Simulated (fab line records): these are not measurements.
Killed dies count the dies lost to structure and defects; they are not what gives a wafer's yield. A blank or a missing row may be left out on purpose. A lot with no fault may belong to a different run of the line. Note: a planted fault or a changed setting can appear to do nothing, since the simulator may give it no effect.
fab line records ; flow sky130
record: lots: 12; wafers: 36; lastDay: 50
route steps=708 shown VIA3@597 METAL4@600 VIA4@650 PASSIVATION@681
lots that met no fault: from a run of the same line without faults
startH: hours from the record's first day to the start of the lot's first wafer shown ; waitH: how many hours have passed since the lot's step before this one ; " the same as in the row above ; L1.1+2: a row that stands for several wafers ; - no value, or no start was given ; * or withheld: withheld ; < > ~ a bound
route shown NAME@n: NAME is a module with steps in the file, n the number in the route of the first one ; usual: mean/standard deviation of fault-free wafers ; same: alike in all rows ; chamber/n: place in a boat ; sites: each site's reading ; _std_site: the values' standard deviation ; _edge_site: inner sites' mean taken away from outer sites' mean ; radiusMm: for every site, how far away it sits from the centre of the wafer ; mask NAME#n: copy n ; behind: the most recent tool/chamber to have shaped the wafer ; hold: what put the lot on hold/how long, in hours/how the hold closed ; device: the n, p or np transistor that did not switch ; end of line: at the end of the route, the tests of the same wafers ; a step without rows: its recipe alone ; killed: dies lost to structure and defects at the first sort, not the wafer's yield ; map: a wafer's dies, marking killed ones x, the rest . and places with no die _
set.NAME: the run value of the setting; set.NAME@STEP: its run value at that earlier step ; model.NAME: the simulator's own value behind a step, which no gauge read
steps of the route over a sample of lots; a table a step, a row a wafer
services: the hour from which a tool's chamber was out of use, counted from the record's first day as startH (under 0 if before that day), plus the number of hours and why
== steps ==
step: SKY_VIA3_CMP_24
recipe: stopOn: SiO2; tOverpolishS: 20; downForcePsi: 3.5; platenRpm: 60; targetThkNm: 0; padVelocityMS: 0.94248
usual: headPressurePsi: 3.501/0.0088; motorCurrentA: 10.9/1.1; overpolishRunS: 19.999/0.0085; timeToEndpointS: 94/5.5
lot.wafer;tool;chamber;startH;waitH;headPressurePsi;motorCurrentA;overpolishRunS;timeToEndpointS
L755.2;cmp-01;2;944.28;0.1;3.512;10.5;20.007;98
L755.3;cmp-01;3;944.28;0.1;3.497;10.8;20.004;95
L755.6;cmp-01;1;944.28;0.1;3.509;10.1;19.997;103
L756.3;cmp-02;1;955.38;0.1;3.501;10.7;19.986;83
L756.6;cmp-02;3;955.38;0.1;3.508;12.8;20.004;92
L756.5;cmp-02;0;955.38;0.1;3.505;11.2;19.990;96
L757.3;cmp-01;1;965.86;0.0;3.505;10.9;20.007;103
L757.4;cmp-01;2;965.86;0.0;3.509;10.1;20.006;96
L757.5;cmp-01;2;965.86;0.0;3.492;10.1;19.999;101
L758.1;cmp-01;1;975.00;0.1;3.502;10.3;20.011;100
L758.4;cmp-01;2;975.00;0.1;3.489;10.2;20.014;93
L758.6;cmp-01;0;975.00;0.1;3.504;9.6;20.005;93
L759.4;cmp-02;2;976.40;0.0;3.505;13.0;19.991;89
L759.1;cmp-02;1;976.40;0.0;3.503;10.4;19.990;88
L759.6;cmp-02;3;976.40;0.0;3.514;12.7;19.993;93
L760.4;cmp-02;3;983.83;0.0;3.507;12.2;20.003;92
L760.2;cmp-02;2;983.83;0.0;3.501;12.2;19.993;93
L760.6;cmp-02;3;983.83;0.0;3.502;12.2;20.000;93
L764.4;cmp-01;2;1000.21;0.2;3.498;9.5;20.001;95
L764.5;cmp-01;3;1000.21;0.2;3.511;10.7;19.989;91
L764.6;cmp-01;0;1000.21;0.2;3.496;9.5;19.989;93
L768.2;cmp-01;3;1021.25;0.0;3.511;10.5;19.999;96
L768.1;cmp-01;1;1021.25;0.0;3.499;10.6;20.015;107
L768.3;cmp-01;2;1021.25;0.0;3.505;9.7;19.990;106
L769.3;cmp-02;0;1026.89;0.1;3.507;10.6;19.995;98
L769.4;cmp-02;1;1026.89;0.1;3.500;10.0;19.978;87
L769.5;cmp-02;3;1026.89;0.1;3.502;12.5;20.015;94
L770.3;cmp-01;3;1032.65;0.1;3.509;10.3;20.001;92
L770.2;cmp-01;0;1032.65;0.1;3.504;9.5;20.002;94
L770.5;cmp-01;2;1032.65;0.1;3.498;10.7;20.011;98
L771.1;cmp-02;1;1037.21;0.1;3.489;10.5;19.996;87
L771.3;cmp-02;0;1037.21;0.1;3.486;10.9;19.991;102
L771.6;cmp-02;1;1037.21;0.1;3.495;11.1;20.002;85
L775.3;cmp-01;0;1069.62;0.2;3.512;9.6;20.006;92
L775.1;cmp-01;3;1069.62;0.2;3.510;11.1;20.004;88
L775.6;cmp-01;1;1069.62;0.2;3.508;10.8;20.005;99
step: SKY_METAL4_SPUTTER_02
recipe: material: AlCu; targetThkNm: 735; powerW: 10600; timeS: 39.1; chamberPressurePa: 0.4
usual: throttleValvePct: 30.3/1.5
lot.wafer;tool;chamber;startH;waitH;throttleValvePct
L755.2;pvdSputter-02;-;944.53;0.0;32.0
L755.3;pvdSputter-02;-;944.53;0.0;29.8
L755.6;pvdSputter-02;-;944.53;0.0;30.3
L756.3;pvdSputter-02;-;955.63;0.0;29.6
L756.5;pvdSputter-02;-;955.63;0.0;31.9
L756.6;pvdSputter-02;-;955.63;0.0;30.4
L757.3;pvdSputter-04;-;966.21;0.0;29.6
L757.4;pvdSputter-04;-;966.21;0.0;28.2
L757.5;pvdSputter-04;-;966.21;0.0;29.4
L758.1;pvdSputter-04;-;975.24;0.0;28.3
L758.4;pvdSputter-04;-;975.24;0.0;29.4
L758.6;pvdSputter-04;-;975.24;0.0;29.3
L759.1;pvdSputter-03;-;976.74;0.0;30.2
L759.4;pvdSputter-03;-;976.74;0.0;28.2
L759.6;pvdSputter-03;-;976.74;0.0;27.9
L760.2;pvdSputter-03;-;984.18;0.0;28.0
L760.4;pvdSputter-03;-;984.18;0.0;29.4
L760.6;pvdSputter-03;-;984.18;0.0;30.4
L764.4;pvdSputter-02;-;1000.41;0.0;32.1
L764.5;pvdSputter-02;-;1000.41;0.0;32.9
L764.6;pvdSputter-02;-;1000.41;0.0;30.5
L768.1;pvdSputter-02;-;1021.60;0.0;31.8
L768.2;pvdSputter-02;-;1021.60;0.0;32.7
L768.3;pvdSputter-02;-;1021.60;0.0;29.7
L769.3;pvdSputter-04;-;1027.19;0.0;28.0
L769.4;pvdSputter-04;-;1027.19;0.0;29.4
L769.5;pvdSputter-04;-;1027.19;0.0;29.3
L770.2;pvdSputter-04;-;1032.90;0.0;28.2
L770.3;pvdSputter-04;-;1032.90;0.0;30.9
L770.5;pvdSputter-04;-;1032.90;0.0;31.0
L771.1;pvdSputter-04;-;1037.56;0.0;28.4
L771.3;pvdSputter-04;-;1037.56;0.0;29.3
L771.6;pvdSputter-04;-;1037.56;0.0;29.4
L775.1;pvdSputter-02;-;1069.97;0.0;32.8
L775.3;pvdSputter-02;-;1069.97;0.0;30.4
L775.6;pvdSputter-02;-;1069.97;0.0;32.9
step: SKY_VIA4_OVL_MEAS_11
usual: VIA4_OVL: 0.3/1.3
lot.wafer;tool;chamber;startH;waitH;VIA4_OVL[nm]
L755.2;overlay-02;-;1017.39;0.1;2.1
L755.3;overlay-02;-;1017.39;0.1;0.1
L755.6;overlay-02;-;1017.39;0.1;0.6
L756.3;overlay-01;-;1028.60;0.1;-0.6
L756.5;overlay-01;-;1028.60;0.1;0.2
L756.6;overlay-01;-;1028.60;0.1;0.3
L757.3;overlay-01;-;1037.59;0.1;-0.5
L757.4;overlay-01;-;1037.59;0.1;0.3
L757.5;overlay-01;-;1037.59;0.1;1.6
L758.1;overlay-01;-;1045.99;0.1;-0.8
L758.4;overlay-01;-;1045.99;0.1;0.5
L758.6;overlay-01;-;1045.99;0.1;-0.7
L759.1;overlay-02;-;1047.44;0.1;-0.4
L759.4;overlay-02;-;1047.44;0.1;2.8
L759.6;overlay-02;-;1047.44;0.1;1.5
L760.2;overlay-01;-;1054.39;0.1;0.9
L760.4;overlay-01;-;1054.39;0.1;1.8
L760.6;overlay-01;-;1054.39;0.1;3.1
L764.4;overlay-01;-;1069.50;0.1;0.7
L764.5;overlay-01;-;1069.50;0.1;1.9
L764.6;overlay-01;-;1069.50;0.1;0.5
L768.1;overlay-02;-;1088.91;0.1;0.1
L768.2;overlay-02;-;1088.91;0.1;1.6
L768.3;overlay-02;-;1088.91;0.1;-0.1
L769.3;overlay-01;-;1094.54;0.1;0.3
L769.4;overlay-01;-;1094.54;0.1;-0.1
L769.5;overlay-01;-;1094.54;0.1;0.5
L770.2;overlay-01;-;1100.69;0.1;0.8
L770.3;overlay-01;-;1100.69;0.1;0.2
L770.5;overlay-01;-;1100.69;0.1;0.3
L771.1;overlay-02;-;1103.98;0.1;-2.2
L771.3;overlay-02;-;1103.98;0.1;-0.7
L771.6;overlay-02;-;1103.98;0.1;-0.6
L775.1;overlay-01;-;1133.68;0.1;-0.4
L775.3;overlay-01;-;1133.68;0.1;-0.8
L775.6;overlay-01;-;1133.68;0.1;0.5
step: SKY_PASSIVATION_CVD_00
recipe: material: SiO2; targetThkNm: 90; tempC: 400; timeS: withheld; rfW: 600
usual: heaterPowerW: 691/100
lot.wafer;tool;chamber;startH;waitH;heaterPowerW
L755.2;pecvd-03;2;1041.80;0.0;581
L755.3;pecvd-03;1;1041.80;0.0;675
L755.6;pecvd-03;1;1041.80;0.0;692
L756.3;pecvd-02;1;1053.00;0.0;723
L756.5;pecvd-02;0;1053.00;0.0;696
L756.6;pecvd-02;1;1053.00;0.0;750
L757.3;pecvd-02;1;1062.16;0.0;627
L757.4;pecvd-02;0;1062.16;0.0;726
L757.5;pecvd-02;1;1062.16;0.0;636
L758.1;pecvd-02;2;1070.04;0.0;819
L758.4;pecvd-02;0;1070.04;0.0;836
L758.6;pecvd-02;2;1070.04;0.0;818
L759.1;pecvd-02;1;1071.10;0.0;605
L759.4;pecvd-02;1;1071.10;0.0;617
L759.6;pecvd-02;2;1071.10;0.0;698
L760.2;pecvd-01;0;1078.42;0.0;653
L760.4;pecvd-01;2;1078.42;0.0;689
L760.6;pecvd-01;0;1078.42;0.0;665
L764.4;pecvd-03;1;1092.97;0.0;804
L764.5;pecvd-03;0;1092.97;0.0;668
L764.6;pecvd-03;2;1092.97;0.0;564
L768.1;pecvd-03;2;1110.98;0.0;588
L768.2;pecvd-03;1;1110.98;0.0;838
L768.3;pecvd-03;0;1110.98;0.0;636
L769.3;pecvd-03;2;1116.28;0.0;505
L769.4;pecvd-03;0;1116.28;0.0;615
L769.5;pecvd-03;2;1116.28;0.0;525
L770.2;pecvd-02;2;1123.25;0.0;724
L770.3;pecvd-02;0;1123.25;0.0;746
L770.5;pecvd-02;0;1123.25;0.0;740
L771.1;pecvd-03;0;1126.10;0.0;552
L771.3;pecvd-03;1;1126.10;0.0;830
L771.6;pecvd-03;0;1126.10;0.0;586
L775.1;pecvd-01;1;1154.69;0.0;665
L775.3;pecvd-01;0;1154.69;0.0;735
L775.6;pecvd-01;0;1154.69;0.0;745
step: SKY_PASSIVATION_THK_MEAS_01
recipe: reads: SiO2_of_PASSIVATION_CVD_00
usual: PASSIVATION_CVD_00_THK: 90.3/1.3
lot.wafer;tool;chamber;startH;waitH;PASSIVATION_CVD_00_THK[nm]
L755.2;filmMetro-02;-;1041.83;-;91.2
L755.3;filmMetro-02;-;1041.83;-;92.0
L755.6;filmMetro-02;-;1041.83;-;94.5
L756.3;filmMetro-02;-;1053.04;-;89.8
L756.5;filmMetro-02;-;1053.04;-;89.3
L756.6;filmMetro-02;-;1053.04;-;91.2
L757.3;filmMetro-03;-;1062.20;-;91.1
L757.4;filmMetro-03;-;1062.20;-;90.5
L757.5;filmMetro-03;-;1062.20;-;91.0
L758.1;filmMetro-04;-;1070.07;-;89.1
L758.4;filmMetro-04;-;1070.07;-;90.6
L758.6;filmMetro-04;-;1070.07;-;90.9
L759.1;filmMetro-02;-;1071.12;-;90.4
L759.4;filmMetro-02;-;1071.12;-;92.9
L759.6;filmMetro-02;-;1071.12;-;91.6
L760.2;filmMetro-02;-;1078.45;-;87.7
L760.4;filmMetro-02;-;1078.45;-;89.8
L760.6;filmMetro-02;-;1078.45;-;89.5
L764.4;filmMetro-02;-;1093.01;-;93.0
L764.5;filmMetro-02;-;1093.01;-;91.6
L764.6;filmMetro-02;-;1093.01;-;91.1
L768.1;filmMetro-02;-;1111.00;-;88.5
L768.2;filmMetro-02;-;1111.00;-;134.5
L768.3;filmMetro-02;-;1111.00;-;88.6
L769.3;filmMetro-04;-;1116.32;-;91.0
L769.4;filmMetro-04;-;1116.32;-;91.3
L769.5;filmMetro-04;-;1116.32;-;140.4
L770.2;filmMetro-02;-;1123.28;-;90.7
L770.3;filmMetro-02;-;1123.28;-;88.9
L770.5;filmMetro-02;-;1123.28;-;90.6
L771.1;filmMetro-04;-;1126.12;-;90.8
L771.3;filmMetro-04;-;1126.12;-;89.3
L771.6;filmMetro-04;-;1126.12;-;138.9
L775.1;filmMetro-03;-;1154.71;-;88.2
L775.3;filmMetro-03;-;1154.71;-;89.5
L775.6;filmMetro-03;-;1154.71;-;90.6
== services ==
tool;chamber;startH;hours;kind
pecvd-03;-;928.58;2.5;repair
pecvd-02;-;928.90;2.5;repair
cmp-01;-;929.97;1.1;repair
pvdSputter-03;-;939.12;3.3;repair
pvdSputter-02;-;981.83;1.2;repair
cmp-01;-;981.85;2.8;repair
pecvd-03;1;982.97;2.1;scheduledDown
pecvd-02;1;999.38;-;clean
pecvd-02;1;999.38;-;consumableReplace:showerhead
pecvd-02;1;999.38;29.0;scheduledDown
pvdSputter-03;-;1003.83;3.1;repair
pvdSputter-02;-;1022.76;20.8;repair
pvdSputter-02;-;1029.95;13.0;repair
pvdSputter-04;-;1030.55;2.2;repair
cmp-02;-;1044.18;4.0;repair
pecvd-03;-;1050.69;2.8;pm
cmp-02;-;1052.21;15.0;pm
cmp-01;-;1070.34;0.4;repair
cmp-01;-;1084.30;4.0;pm
cmp-01;-;1088.30;-;consumableReplace:conditioner
cmp-01;-;1088.30;-;consumableReplace:pad
pecvd-01;-;1113.06;6.0;pm
cmp-01;-;1114.30;7.5;pm
cmp-02;-;1127.65;5.5;pm
== key ==
firstSign: step: SKY_PASSIVATION_THK_MEAS_01; reading: PASSIVATION_CVD_00_THK; direction: up; sigmas: 36; usual: 90.3; struck: 137.9
effect none on later readings
metAt SKY_PASSIVATION_CVD_00
struckLots L768,L769,L771
struckWafers L768.2,L769.5,L771.6
notActingAt SKY_VIA3_CMP_24,SKY_METAL4_SPUTTER_02,SKY_VIA4_OVL_MEAS_11
onsetBetween 1092.97 1110.98
fault: kind: processParameterDrift; tool: pecvd-03; chamber: -; onsetH: 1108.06; steps: SKY_PASSIVATION_CVD_00; channel: targetThkNm; offset: 47.668; shape: step; endH: 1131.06; scope: struckWafersOnly; actsIn: theseRecipesOnly; stated: 90
